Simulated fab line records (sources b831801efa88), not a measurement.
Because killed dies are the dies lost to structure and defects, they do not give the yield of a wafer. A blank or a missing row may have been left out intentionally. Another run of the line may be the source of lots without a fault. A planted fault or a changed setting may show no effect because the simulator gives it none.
Matching of chambers || flow sky130 || SKY_GATE_OXIDE_WET_ETCH_12 on wet_bench-01 has 3 sister chambers
The step etches SiO2 in dHF, target depth 16.8 nm, time 336 s. 6 wafers are shown with their chamber, then 8 later ones without.

## WAFERS, EACH WITH ITS CHAMBER
{"wafer": "L972.2", "chamber": 0, "run_length_s (s)": 363}
{"wafer": "L972.4", "chamber": 0, "run_length_s (s)": 363}
{"wafer": "L978.4", "chamber": 2, "run_length_s (s)": 368}
{"wafer": "L978.6", "chamber": 2, "run_length_s (s)": 368}
{"wafer": "L982.3", "chamber": 1, "run_length_s (s)": 361}
{"wafer": "L983.1", "chamber": 1, "run_length_s (s)": 362}

## WAFERS WITH NO CHAMBER GIVEN
{"wafer": "L983.3", "run_length_s (s)": 362}
{"wafer": "L983.6", "run_length_s (s)": 362}
{"wafer": "L990.1", "run_length_s (s)": 363}
{"wafer": "L990.2", "run_length_s (s)": 363}
{"wafer": "L990.5", "run_length_s (s)": 363}
{"wafer": "L992.4", "run_length_s (s)": 364}
{"wafer": "L992.5", "run_length_s (s)": 364}
{"wafer": "L992.6", "run_length_s (s)": 364}

## WHICH CHAMBER EACH ONE RAN IN
{"wafer": "L983.3", "from the rows above": "can't be placed: 1 or 0", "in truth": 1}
{"wafer": "L983.6", "from the rows above": "can't be placed: 1 or 0", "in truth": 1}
{"wafer": "L990.1", "from the rows above": 0, "in truth": 0}
{"wafer": "L990.2", "from the rows above": 0, "in truth": 0}
{"wafer": "L990.5", "from the rows above": 0, "in truth": 0}
{"wafer": "L992.4", "from the rows above": 0, "in truth": 0}
{"wafer": "L992.5", "from the rows above": 0, "in truth": 0}
{"wafer": "L992.6", "from the rows above": 0, "in truth": 0}
Placed correctly: 6 of 8. Cannot be placed on the basis of these rows: 2; the candidates contain the true chamber in 2. 0 placed wrongly.
How it was worked out, from the rows above alone: a wafer's distance from a chamber is the root of the sum, over the readings, of the square of ((its reading less the chamber's mean) divided by the reading's scatter). If the next closest chamber is less than 2 further off than the closest, the wafer can't be placed; otherwise it belongs to the closest. The mean given for a chamber averages the wafers shown for that chamber. How the scatter is found: for the shown wafers, subtract from each reading the mean of its chamber, square and add these, divide the total by (wafers less chambers), then take the root.
